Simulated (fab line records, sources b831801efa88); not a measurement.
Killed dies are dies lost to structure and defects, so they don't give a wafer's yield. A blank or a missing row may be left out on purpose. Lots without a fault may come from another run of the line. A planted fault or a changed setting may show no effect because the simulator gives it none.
Chamber matching | flow gf180mcu | GF_V2_CMP_26 on cmp-02: 4 sister chambers
The step polishes, stops on SiO2, t overpolish 15 s, target thk 0 nm. 16 wafers are shown with their chamber, then 8 later ones without.

WAFERS WITH THEIR CHAMBER
wafer  | chamber | motor_current_A (A) | overpolish_run_s (s) | time_to_endpoint_s (s)
L603.1 | 0       | 11.0                | 15.013               | 87
L603.2 | 1       | 11.0                | 14.993               | 86
L603.3 | 3       | 12.2                | 15.002               | 83
L604.1 | 0       | 11.0                | 15.014               | 86
L604.2 | 2       | 9.7                 | 14.988               | 86
L604.3 | 1       | 11.0                | 15.000               | 87
L605.1 | 3       | 12.5                | 15.011               | 89
L605.3 | 1       | 11.2                | 15.005               | 86
L605.5 | 0       | 10.6                | 15.001               | 88
L606.1 | 2       | 9.0                 | 15.005               | 88
L606.5 | 2       | 9.4                 | 15.001               | 87
L606.6 | 1       | 11.4                | 14.999               | 86
L608.1 | 2       | 9.3                 | 15.008               | 76
L608.4 | 3       | 12.1                | 15.010               | 83
L608.6 | 2       | 9.7                 | 15.006               | 82
L609.1 | 3       | 11.9                | 14.999               | 84

SIGNATURES (means of the wafers above)
reading            | chamber 0 | chamber 1 | chamber 2 | chamber 3 | scatter within a chamber
motor_current_A    | 10.867    | 11.150    | 9.420     | 12.175    | 0.25
overpolish_run_s   | 15.00933  | 14.99925  | 15.00160  | 15.00550  | 0.00671
time_to_endpoint_s | 87.00     | 86.25     | 83.80     | 84.75     | 3.22
Rule: a wafer's distance from a chamber is the root of the sum, over the readings, of the square of ((its reading less the chamber's mean) divided by the reading's scatter). The wafer belongs to the nearest chamber; if the next one is less than 2 further off, it can't be placed. The scatter: the root of (the sum of the squares of (reading less its chamber's mean) over the shown wafers, divided by (wafers less chambers)).

WAFERS WITHOUT THEIR CHAMBER
wafer  | motor_current_A (A) | overpolish_run_s (s) | time_to_endpoint_s (s)
L609.2 | 11.5                | 15.004               | 84
L609.4 | 10.9                | 14.991               | 83
L610.3 | 9.0                 | 14.993               | 80
L610.5 | 9.4                 | 14.998               | 81
L610.6 | 11.1                | 14.993               | 84
L624.3 | 11.2                | 14.998               | 87
L624.4 | 9.6                 | 14.994               | 84
L624.6 | 11.1                | 14.990               | 85

WHICH CHAMBER EACH WENT THROUGH
wafer  | from the rows above          | in truth
L609.2 | can't be placed: 1 or 3 or 0 | 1
L609.4 | can't be placed: 1 or 0      | 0
L610.3 | 2                            | 2
L610.5 | 2                            | 2
L610.6 | can't be placed: 1 or 0      | 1
L624.3 | can't be placed: 1 or 0      | 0
L624.4 | 2                            | 2
L624.6 | can't be placed: 1 or 0      | 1
Placed correctly: 3 of 8. Can't be placed from these rows: 5 (the true chamber is among the candidates in 5). Placed wrongly: 0.
